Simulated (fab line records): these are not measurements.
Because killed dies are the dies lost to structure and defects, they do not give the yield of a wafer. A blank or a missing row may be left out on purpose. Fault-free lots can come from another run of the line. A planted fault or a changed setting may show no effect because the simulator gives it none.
Comparing a struck lot with a sound one    flow gf180mcu    15 steps out of a route of 602
Sound: the wafers L503.1, L503.2, L503.3. Wafers struck: L509.1, L509.2, L509.5. Last of all comes the cause.
For every step that has rows: the tool of each side, followed by ch and its chambers, followed by its first start. Under that, the readings that differ: sound wafers    struck wafers    difference of the means    sigmas: that difference in standard deviations of wafers without a fault.
alike: readings whose means differ by less than 2 such deviations, and words and numbers that are the same on both sides. not compared: withheld readings, readings that some wafer has no value for, bounds like >300 that may hide the same value, and numbers for which the record gives no deviation and whose values overlap.
Wherever a step has rows on one side only, a row that says differs or no value, or a row with sigmas, the two part there. Numbers that have no deviation but don't overlap get no sigmas and don't part them. Lack of a reading on every wafer of one side parts them only where that side has two or more wafers.

first, 3 steps without rows for these wafers: GF_V1_STRIP_18 (strips in O2/N2); GF_V1_STRIP_19 (strips in post etch residue remover, time 1200 s); GF_V1_CLEAN_20 (cleans in DIW).
GF_V1_SPUTTER_21: material Ti, target thk 15 nm, time 80.02 s.
  struck on pvdSputter-01, day 21 12:59; sound on pvdSputter-04, day 19 07:58
  alike: throttleValvePct
GF_V1_SPUTTER_22: material TiN, target thk 10 nm, time 40 s.
  struck on pvdSputter-01, day 21 13:02; sound on pvdSputter-04, day 19 08:01
  alike: throttleValvePct
GF_V1_CVD_23: deposits W, target thk 350 nm, time 105.05 s.
  sound on cvdW-01 ch 0,1, day 19 08:04; struck on cvdW-02 ch 0,1, day 21 13:05
  alike: heaterPowerW, susceptorTempC
GF_V1_RS_MEAS_24: the measuring method here is four-point-probe.
  struck on filmMetro-01, day 21 13:12; sound on filmMetro-02, day 19 08:10
  alike: V1_W_RS
GF_V1_THK_MEAS_25: measures by xrf.
  struck on filmMetro-01, day 21 13:19; sound on filmMetro-02, day 19 08:17
  alike: V1_W_THK
then, 2 steps without rows for these wafers: GF_V1_CMP_26 (polishes, stops on SiO2, t overpolish 15 s, target thk 0 nm); GF_M2_SPUTTER_00 (material Ti, target thk 37.5 nm, time 150 s).
GF_M2_SPUTTER_01: material TiN, target thk 30 nm, time 25 s.
  struck on pvdSputter-02, day 21 13:47; sound on pvdSputter-01, day 19 08:52
  alike: throttleValvePct
then, 1 step without rows for these wafers: GF_M2_SPUTTER_02 (material AlCu, target thk 450 nm, time 23.9 s).
GF_M2_SPUTTER_03: material Ti, target thk 10 nm, time 6.7 s.
  struck on pvdSputter-02, day 21 13:50; sound on pvdSputter-01, day 19 08:55
reading                               sound             struck           difference  sigmas
model.Ti_of_M2_SPUTTER_03.thkNm (nm)  10.1 10.09 10.04  8.8 8.916 8.863  -1.2        
  alike: throttleValvePct
GF_M2_SPUTTER_04: material TiN, target thk 50 nm, time 41.7 s.
  struck on pvdSputter-02, day 21 13:52; sound on pvdSputter-01, day 19 08:56
  alike: throttleValvePct
-- the record jumps here: 10 days lie between the struck wafers' starts before and after (it left off in module M2 and takes up again in module PASSIVATION, whose first step shown is number 602 of the route) --
GF_PASSIVATION_PROBE_99:
  record: rows for the struck wafers here (prober-02, day 31 16:26), none for the sound ones

WHERE THEY PART
At GF_PASSIVATION_PROBE_99 and nowhere else, as far as this record goes.

WHY: whatever the simulator had introduced
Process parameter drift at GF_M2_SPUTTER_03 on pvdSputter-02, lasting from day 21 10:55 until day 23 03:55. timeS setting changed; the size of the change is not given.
